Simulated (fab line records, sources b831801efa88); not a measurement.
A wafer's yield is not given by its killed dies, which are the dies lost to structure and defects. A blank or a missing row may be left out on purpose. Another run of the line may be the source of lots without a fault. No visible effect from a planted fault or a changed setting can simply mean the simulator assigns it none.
fab line records -- flow gf180mcu
record: lots: 14, wafers: 42, lastDay: 34
route steps=602 shown VT_IMPLANT@109 V1@360 V2@383
lots that met no fault: from a run of the same line without faults
startH: hours from the record's opening day to when the first of the lot's shown wafers began -- waitH: hours elapsed since this lot's preceding step -- " the same as in the row above -- L1.1+2: a single row standing in for several wafers -- - no value, or no start was given -- * or withheld: withheld -- < > ~ a bound
route shown NAME@n: a module of which the file shows steps, and the number in the route of the first -- usual: average and standard deviation across the fault-free wafers -- same: alike in all rows -- chamber/n: place in a boat -- sites: per-site readings -- _std_site: how widely they spread, as a standard deviation -- _edge_site: the outer-site mean with the inner-site mean subtracted -- radiusMm: for every site, how far away it sits from the centre of the wafer -- mask NAME#n: copy n -- behind: the tool/chamber that last shaped the wafer -- hold: why the lot was held/for how many hours/how that ended -- device: names the non-switching transistor (n, p or np) -- end of line: at the end of the route, the tests of the same wafers -- a step given without rows: its recipe and nothing more -- killed: dies that structure and defects cost at the first sort, which is not the same as the wafer's yield -- map: shows each die of a wafer: x if killed, . if not, _ if none is there
set.NAME: the setting as run; set.NAME@STEP: as run at that earlier step -- model.NAME: the simulator's own value behind a step, which no gauge read
steps of the route over a sample of lots; a table a step, a row a wafer
services: from which hour (startH, from the record's first day; less than 0 if before it) a tool's chamber was out of use, for how many hours, and why
== steps ==
step: GF_VT_IMPLANT_IMPLANT_19
recipe: species: As, energyKev: 100, doseCm2: 4.35e+12, tiltDeg: 7
usual: beamEnergyKeV: 100.01/0.034
lot.wafer,tool,chamber,startH,waitH,beamEnergyKeV
L720.1,implanter-04,0,141.88,0.0,99.99
L720.3,implanter-04,0,141.88,0.0,99.98
L720.5,implanter-04,0,141.88,0.0,99.98
L722.1,implanter-04,0,151.63,0.0,99.97
L722.3,implanter-04,0,151.63,0.0,100.00
L722.5,implanter-04,0,151.63,0.0,99.97
L723.1,implanter-02,0,159.94,0.0,100.03
L723.2,implanter-02,0,159.94,0.0,100.02
L723.3,implanter-02,0,159.94,0.0,100.03
L724.1,implanter-02,0,168.03,0.0,99.98
L724.2,implanter-02,0,168.03,0.0,99.99
L724.5,implanter-02,0,168.03,0.0,100.05
L728.1,implanter-02,0,192.48,0.0,87.78
L728.4,implanter-02,0,192.48,0.0,87.86
L728.5,implanter-02,0,192.48,0.0,87.79
L730.1,implanter-02,0,204.68,0.0,87.85
L730.3,implanter-02,0,204.68,0.0,87.85
L730.6,implanter-02,0,204.68,0.0,87.77
L731.1,implanter-03,0,210.33,0.0,100.01
L731.5,implanter-03,0,210.33,0.0,99.97
L731.6,implanter-03,0,210.33,0.0,100.02
L735.2,implanter-03,0,234.75,0.0,100.03
L735.3,implanter-03,0,234.75,0.0,100.01
L735.6,implanter-03,0,234.75,0.0,100.05
L736.1,implanter-04,0,240.73,0.0,100.02
L736.3,implanter-04,0,240.73,0.0,100.00
L736.6,implanter-04,0,240.73,0.0,100.04
L737.1,implanter-03,0,248.34,0.0,100.02
L737.2,implanter-03,0,248.34,0.0,99.99
L737.5,implanter-03,0,248.34,0.0,99.98
L738.2,implanter-04,0,255.77,0.0,100.03
L738.3,implanter-04,0,255.77,0.0,100.01
L738.4,implanter-04,0,255.77,0.0,100.01
L739.1,implanter-03,0,261.49,0.0,100.04
L739.5,implanter-03,0,261.49,0.0,99.98
L739.6,implanter-03,0,261.49,0.0,100.00
L740.3,implanter-03,0,269.62,0.1,100.05
L740.5,implanter-03,0,269.62,0.1,100.05
L740.6,implanter-03,0,269.62,0.1,100.01
L741.2,implanter-03,0,271.82,0.0,100.01
L741.4,implanter-03,0,271.82,0.0,99.97
L741.5,implanter-03,0,271.82,0.0,100.06
step: GF_VT_IMPLANT_TW_MEAS_21
usual: VT_IMPLANT_2_TW: 1223/8.1
lot.wafer,tool,chamber,startH,waitH,VT_IMPLANT_2_TW
L720.1,filmMetro-02,-,142.13,0.1,1217
L720.3,filmMetro-02,-,142.13,0.1,1215
L720.5,filmMetro-02,-,142.13,0.1,1217
L722.1,filmMetro-02,-,151.88,0.1,1211
L722.3,filmMetro-02,-,151.88,0.1,1207
L722.5,filmMetro-02,-,151.88,0.1,1212
L723.1,filmMetro-02,-,160.19,0.1,1215
L723.2,filmMetro-02,-,160.19,0.1,1213
L723.3,filmMetro-02,-,160.19,0.1,1211
L724.1,filmMetro-02,-,168.28,0.1,1220
L724.2,filmMetro-02,-,168.28,0.1,1222
L724.5,filmMetro-02,-,168.28,0.1,1216
L728.1,filmMetro-01,-,192.73,0.1,1173
L728.4,filmMetro-01,-,192.73,0.1,1176
L728.5,filmMetro-01,-,192.73,0.1,1174
L730.1,filmMetro-04,-,204.93,0.1,1190
L730.3,filmMetro-04,-,204.93,0.1,1190
L730.6,filmMetro-04,-,204.93,0.1,1187
L731.1,filmMetro-04,-,210.58,0.1,1223
L731.5,filmMetro-04,-,210.58,0.1,1229
L731.6,filmMetro-04,-,210.58,0.1,1227
L735.2,filmMetro-02,-,234.99,0.1,1216
L735.3,filmMetro-02,-,234.99,0.1,1213
L735.6,filmMetro-02,-,234.99,0.1,1217
L736.1,filmMetro-01,-,240.98,0.1,1235
L736.3,filmMetro-01,-,240.98,0.1,1235
L736.6,filmMetro-01,-,240.98,0.1,1232
L737.1,filmMetro-01,-,248.59,0.1,1231
L737.2,filmMetro-01,-,248.59,0.1,1230
L737.5,filmMetro-01,-,248.59,0.1,1229
L738.2,filmMetro-04,-,256.00,0.1,1215
L738.3,filmMetro-04,-,256.00,0.1,1226
L738.4,filmMetro-04,-,256.00,0.1,1231
L739.1,filmMetro-01,-,261.74,0.1,1235
L739.5,filmMetro-01,-,261.74,0.1,1241
L739.6,filmMetro-01,-,261.74,0.1,1239
L740.3,filmMetro-04,-,269.84,0.1,1229
L740.5,filmMetro-04,-,269.84,0.1,1223
L740.6,filmMetro-04,-,269.84,0.1,1227
L741.2,filmMetro-02,-,272.09,0.1,1212
L741.4,filmMetro-02,-,272.09,0.1,1213
L741.5,filmMetro-02,-,272.09,0.1,1217
step: GF_V1_THK_MEAS_25
recipe: thkMeasGauge: xrf, reads: W_of_V1_CVD_23
usual: V1_W_THK: 333/5.4
lot.wafer,tool,chamber,startH,waitH,V1_W_THK[nm]
L720.1,filmMetro-01,-,440.19,0.1,335
L720.3,filmMetro-01,-,440.19,0.1,327
L720.5,filmMetro-01,-,440.19,0.1,332
L722.1,filmMetro-01,-,453.43,0.1,337
L722.3,filmMetro-01,-,453.43,0.1,333
L722.5,filmMetro-01,-,453.43,0.1,334
L723.1,filmMetro-02,-,461.79,0.1,335
L723.2,filmMetro-02,-,461.79,0.1,337
L723.3,filmMetro-02,-,461.79,0.1,342
L724.1,filmMetro-01,-,477.00,0.1,327
L724.2,filmMetro-01,-,477.00,0.1,319
L724.5,filmMetro-01,-,477.00,0.1,317
L728.1,filmMetro-01,-,509.29,0.1,323
L728.4,filmMetro-01,-,509.29,0.1,327
L728.5,filmMetro-01,-,509.29,0.1,326
L730.1,filmMetro-03,-,527.89,0.1,334
L730.3,filmMetro-03,-,527.89,0.1,333
L730.6,filmMetro-03,-,527.89,0.1,320
L731.1,filmMetro-03,-,534.97,0.1,332
L731.5,filmMetro-03,-,534.97,0.1,332
L731.6,filmMetro-03,-,534.97,0.1,333
L735.2,filmMetro-03,-,564.44,0.1,329
L735.3,filmMetro-03,-,564.44,0.1,335
L735.6,filmMetro-03,-,564.44,0.1,330
L736.1,filmMetro-02,-,568.74,0.1,338
L736.3,filmMetro-02,-,568.74,0.1,339
L736.6,filmMetro-02,-,568.74,0.1,341
L737.1,filmMetro-02,-,580.28,0.1,335
L737.2,filmMetro-02,-,580.28,0.1,340
L737.5,filmMetro-02,-,580.28,0.1,338
L738.2,filmMetro-02,-,588.86,0.1,337
L738.3,filmMetro-02,-,588.86,0.1,336
L738.4,filmMetro-02,-,588.86,0.1,332
L739.1,filmMetro-02,-,599.37,0.1,336
L739.5,filmMetro-02,-,599.37,0.1,338
L739.6,filmMetro-02,-,599.37,0.1,345
L740.3,filmMetro-01,-,600.76,0.1,334
L740.5,filmMetro-01,-,600.76,0.1,331
L740.6,filmMetro-01,-,600.76,0.1,336
L741.2,filmMetro-01,-,605.49,0.1,334
L741.4,filmMetro-01,-,605.49,0.1,322
L741.5,filmMetro-01,-,605.49,0.1,320
step: GF_V2_THK_MEAS_01
recipe: reads: SiO2_of_V2_CVD_00
usual: V2_CVD_00_THK: 601/6.8
lot.wafer,tool,chamber,startH,waitH,V2_CVD_00_THK[nm]
L720.1,filmMetro-03,-,466.25,0.0,605
L720.3,filmMetro-03,-,466.25,0.0,599
L720.5,filmMetro-03,-,466.25,0.0,599
L722.1,filmMetro-02,-,478.98,0.0,602
L722.3,filmMetro-02,-,478.98,0.0,598
L722.5,filmMetro-02,-,478.98,0.0,598
L723.1,filmMetro-03,-,486.53,0.0,597
L723.2,filmMetro-03,-,486.53,0.0,602
L723.3,filmMetro-03,-,486.53,0.0,594
L724.1,filmMetro-02,-,502.48,0.0,600
L724.2,filmMetro-02,-,502.48,0.0,594
L724.5,filmMetro-02,-,502.48,0.0,590
L728.1,filmMetro-04,-,533.63,0.0,600
L728.4,filmMetro-04,-,533.63,0.0,607
L728.5,filmMetro-04,-,533.63,0.0,605
L730.1,filmMetro-03,-,551.82,0.0,605
L730.3,filmMetro-03,-,551.82,0.0,604
L730.6,filmMetro-03,-,551.82,0.0,597
L731.1,filmMetro-03,-,558.92,0.0,615
L731.5,filmMetro-03,-,558.92,0.0,608
L731.6,filmMetro-03,-,558.92,0.0,603
L735.2,filmMetro-02,-,587.40,0.0,592
L735.3,filmMetro-02,-,587.40,0.0,595
L735.6,filmMetro-02,-,587.40,0.0,597
L736.1,filmMetro-02,-,594.56,0.0,606
L736.3,filmMetro-02,-,594.56,0.0,610
L736.6,filmMetro-02,-,594.56,0.0,608
L737.1,filmMetro-02,-,603.22,0.0,597
L737.2,filmMetro-02,-,603.22,0.0,596
L737.5,filmMetro-02,-,603.22,0.0,603
L738.2,filmMetro-03,-,611.19,0.0,598
L738.3,filmMetro-03,-,611.19,0.0,600
L738.4,filmMetro-03,-,611.19,0.0,595
L739.1,filmMetro-02,-,621.80,0.0,593
L739.5,filmMetro-02,-,621.80,0.0,606
L739.6,filmMetro-02,-,621.80,0.0,589
L740.3,filmMetro-02,-,622.43,0.1,603
L740.5,filmMetro-02,-,622.43,0.1,607
L740.6,filmMetro-02,-,622.43,0.1,617
L741.2,filmMetro-03,-,627.49,0.0,603
L741.4,filmMetro-03,-,627.49,0.0,599
L741.5,filmMetro-03,-,627.49,0.0,605
step: GF_V2_ETCH_17
recipe: chemistry: C4F8/O2/Ar, maskMaterial: KrF, target: SiO2, stopOn: TiN, sourceW: 1500, biasW: 1200, pressureMtorr: 40, c4f8FlowSccm: withheld, O2_flow_sccm: 6, Ar_flow_sccm: 300, timeS: withheld, targetDepthA: 6300
usual: oesProductAu: 0.856/0.0046
lot.wafer,tool,chamber,startH,waitH,oesProductAu
L720.1,rieDiel-02,0,-,-,0.860
L720.3,rieDiel-02,3,-,-,0.866
L720.5,rieDiel-02,0,-,-,0.856
L722.1,rieDiel-03,3,-,-,0.853
L722.3,rieDiel-03,1,-,-,0.857
L722.5,rieDiel-03,3,-,-,0.859
L723.1,rieDiel-02,0,-,-,0.860
L723.2,rieDiel-02,3,-,-,0.864
L723.3,rieDiel-02,2,-,-,0.850
L724.1,rieDiel-03,0,-,-,0.852
L724.2,rieDiel-03,2,-,-,0.854
L724.5,rieDiel-03,1,-,-,0.863
L728.1,rieDiel-02,1,-,-,0.861
L728.4,rieDiel-02,3,-,-,0.855
L728.5,rieDiel-02,0,-,-,0.851
L730.1,rieDiel-02,1,-,-,0.861
L730.3,rieDiel-02,2,-,-,0.856
L730.6,rieDiel-02,1,-,-,0.855
L731.1,rieDiel-02,1,-,-,0.868
L731.5,rieDiel-02,2,-,-,0.856
L731.6,rieDiel-02,3,-,-,0.857
L735.2,rieDiel-02,2,-,-,0.856
L735.3,rieDiel-02,1,-,-,0.862
L735.6,rieDiel-02,0,-,-,0.857
L736.1,rieDiel-03,2,-,-,0.858
L736.3,rieDiel-03,0,-,-,0.850
L736.6,rieDiel-03,3,-,-,0.850
L737.1,rieDiel-02,0,-,-,0.860
L737.2,rieDiel-02,2,-,-,0.847
L737.5,rieDiel-02,2,-,-,0.863
L738.2,rieDiel-01,3,-,-,0.864
L738.3,rieDiel-01,0,-,-,0.857
L738.4,rieDiel-01,2,-,-,0.860
L739.1,rieDiel-02,0,-,-,0.854
L739.5,rieDiel-02,0,-,-,0.851
L739.6,rieDiel-02,3,-,-,0.861
L740.3,rieDiel-03,3,-,-,0.858
L740.5,rieDiel-03,0,-,-,0.851
L740.6,rieDiel-03,3,-,-,0.853
L741.2,rieDiel-03,2,-,-,0.860
L741.4,rieDiel-03,1,-,-,0.856
L741.5,rieDiel-03,0,-,-,0.856
== services ==
tool,chamber,startH,hours,kind
rieDiel-02,-,121.14,0.4,repair
rieDiel-02,0,133.19,1.7,repair
rieDiel-02,2,134.76,3.0,repair
rieDiel-02,1,155.48,14.2,repair
rieDiel-03,0,188.65,29.5,repair
implanter-03,-,189.93,1.5,repair
rieDiel-02,3,201.58,10.1,repair
implanter-03,-,205.76,3.3,pm
implanter-03,-,228.74,3.9,pm
implanter-03,-,239.11,2.2,repair
implanter-03,-,308.21,0.9,repair
rieDiel-02,-,336.21,0.5,repair
rieDiel-02,-,394.67,0.1,repair
implanter-03,-,394.87,2.9,repair
implanter-03,-,470.21,6.8,repair
rieDiel-02,-,540.33,2.8,pm
rieDiel-02,1,558.17,4.4,repair
rieDiel-02,3,562.15,5.2,repair
rieDiel-02,-,565.34,1.0,repair
rieDiel-02,1,569.03,4.9,repair
rieDiel-02,0,576.82,7.4,repair
rieDiel-02,3,590.20,4.7,repair
rieDiel-02,2,635.85,15.5,repair
rieDiel-02,0,645.85,1.3,repair
== key ==
firstSign: step: GF_VT_IMPLANT_IMPLANT_19, reading: beamEnergyKeV, direction: down, sigmas: 99+, usual: 100.01, struck: 87.82
effect: step: GF_VT_IMPLANT_TW_MEAS_21, reading: VT_IMPLANT_2_TW, direction: down, sigmas: 5.1, usual: 1223, struck: 1181
metAt GF_VT_IMPLANT_IMPLANT_19
struckLots L728,L730
testerLeftOut L728,L730
notActingAt GF_V1_THK_MEAS_25,GF_V2_THK_MEAS_01,GF_V2_ETCH_17
onsetBetween 168.03 192.48
fault: kind: processParameterDrift, tool: implanter-02, chamber: -, onsetH: 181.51, steps: GF_VT_IMPLANT_IMPLANT_19, channel: energyKev, offset: -12.137, shape: step, endH: 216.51, actsIn: theseRecipesOnly, stated: 100
testerLeftOut: of these lots the tester's yield and bins aren't shown, on N5 and GAA mostly nor the transistor test; their killed dies are dies lost to structure and defects alone, not to doping, threshold or leakage, so they don't give the yield
